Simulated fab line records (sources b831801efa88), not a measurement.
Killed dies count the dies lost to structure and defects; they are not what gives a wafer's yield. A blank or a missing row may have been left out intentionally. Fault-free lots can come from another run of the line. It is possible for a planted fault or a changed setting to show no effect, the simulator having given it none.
Which tool was responsible?    flow gf180mcu    38 wafers sampled from 13 lots at 1 step of a route of 602

WHAT THE GAUGES READ, wafer by wafer
GF_VT_IMPLANT_OVL_MEAS_18.
lot   measured      on          VT_IMPLANT_01_OVL (nm)
L454  day 6 05:23   overlay-01  -0.7 -1.5 1.2
L455  day 6 10:53   overlay-02  0.9 -1.2 -0.3
L456  day 6 19:08   overlay-01  -0.1 -0.2 -0.5
L460  day 7 14:58   overlay-02  2.1 2.5 1.2
L468  day 9 23:53   overlay-02  1.0 -0.1
L469  day 10 09:37  overlay-01  -1.3 -2.5 -2.5
L470  day 10 19:56  overlay-01  -0.3 -1.7 -0.8
L471  day 11 09:20  overlay-01  1.2 2.6 2.3
L472  day 11 11:35  overlay-02  1.1 -0.4 2.2
L473  day 12 01:02  overlay-02  0.6 1.2 0.0
L474  day 12 01:20  overlay-01  -2.4 -2.6 -2.6
L476  day 12 12:17  overlay-01  -2.2 -0.5 -0.8
L475  day 12 12:22  overlay-02  0.4 1.7 1.0

EACH LOT AND THE TOOL THAT RAN IT (in order: tool; ch and the chambers of the sampled wafers; start)
No process step before these readings appears in the record.

AS READ BY THE TOOLS THEMSELVES (means over the sampled wafers that have a number; for cases with no such wafer, the mark the record gives instead)
The record holds no such reading with a usual standard deviation.

THE ANSWER, worked out from the rows above alone
Rule: the lots themselves supply what counts as usual. The widest of any qualifying gaps counts: lots, ordered by their means at a reading, are off when they make up no more than a third of the lots, leave a main group of 4 or more, and stand apart from it by 3 or more times the standard deviation of that group's means. If all means in a main group match to the digits the tables above print for the reading, that group is not used. A lot without any number at a reading at which 4 lots or more have one is off too. The other lots that the step has rows for count as sound. After the gauges, taken in route order, come the tools' own readings; for these a lot's mean is taken, as printed above. At the first step where some lot is off, the reading lying furthest off is the one used; lots without a number count as furthest.
No lot is off at any reading shown: from this, nothing can be told.

WHAT THE SIMULATOR HAD PUT IN
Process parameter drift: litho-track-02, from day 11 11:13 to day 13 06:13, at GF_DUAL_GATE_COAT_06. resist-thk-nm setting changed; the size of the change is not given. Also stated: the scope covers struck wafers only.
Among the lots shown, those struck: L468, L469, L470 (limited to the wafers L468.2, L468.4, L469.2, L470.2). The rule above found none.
